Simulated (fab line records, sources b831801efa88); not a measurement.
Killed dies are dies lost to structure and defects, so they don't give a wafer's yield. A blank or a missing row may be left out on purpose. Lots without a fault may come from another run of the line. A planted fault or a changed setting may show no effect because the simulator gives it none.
One fault seen from 2 desks | flow sky130 | each desk has only its own numbers; what lay behind them comes last

THE METROLOGY DESK
What the gauges read, lot by lot, whatever tool the lot ran on: means of the sampled wafers that have a number. A lot is out of limits, marked OUT, if its mean lies more than 4 standard deviations from the usual mean; the brackets give that distance.
Columns: A = LDD_HVP_TW at SKY_LDD_HVP_TW_MEAS_10, usual 458; B = LDD_LDN_OVL at SKY_LDD_LDN_OVL_MEAS_07, usual 0.5 nm
lot  | first seen here | A   | B
L472 | day 21 03:44    | 446 | 2.8
L476 | day 23 01:52    | 468 | -0.9
L478 | day 23 15:52    | 457 | 1.7
L487 | day 26 16:04    | 459 | 1.1
L488 | day 27 12:36    | 464 | -0.2
L491 | day 28 00:19    | 466 | 1.7
This desk's finding: nothing out of limits on any of the 6 lots.

THE TOOL OWNER'S DESK: implanter-02
The tool's own readings at SKY_LDD_LDN_IMPLANT_10: means of the sampled wafers that have a number, for each lot that ran on this tool. A lot is out of limits, marked OUT, if its mean lies more than 4 standard deviations from the usual mean; the brackets give that distance.
Columns: A = dose_ions_cm2 at SKY_LDD_LDN_IMPLANT_10, usual 1.25e+13; B = end_station_pressure_torr at SKY_LDD_LDN_IMPLANT_10, usual 5.03e-06 Torr; C = faraday_current_uA at SKY_LDD_LDN_IMPLANT_10, usual 70.5
lot  | first seen here | A                          | B        | C
L476 | day 24 08:13    | 1.92e+13 (+99 or more) OUT | 5.30e-06 | 107.5 (+25) OUT
L478 | day 24 21:40    | 1.92e+13 (+99 or more) OUT | 4.79e-06 | 107.3 (+25) OUT
L487 | day 27 21:09    | 1.25e+13                   | 5.07e-06 | 71.0
L488 | day 28 18:16    | 1.25e+13                   | 4.95e-06 | 69.7
L491 | day 29 05:17    | 1.25e+13                   | 5.02e-06 | 70.9
This desk's finding: out of limits on L476, L478; first on L476, day 24 08:13 (dose_ions_cm2 at SKY_LDD_LDN_IMPLANT_10). In limits: L487, L488, L491.

PUT TOGETHER
The tool owner's desk could have raised an alarm at day 24 08:13, on L476, L478.
The metrology desk saw nothing out of limits.
The metrology desk has L476, L478 on record, within its limits.
Of the lots named, all ran SKY_LDD_LDN_IMPLANT_10 on implanter-02.

WHAT THE SIMULATOR HAD PUT IN
Process parameter drift: implanter-02, from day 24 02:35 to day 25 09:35, at SKY_LDD_LDN_IMPLANT_10. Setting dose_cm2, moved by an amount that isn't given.
Lots struck among those shown: L476, L478.
Hours from the fault's start to each desk's first reading out of limits: the tool owner's desk, 6.
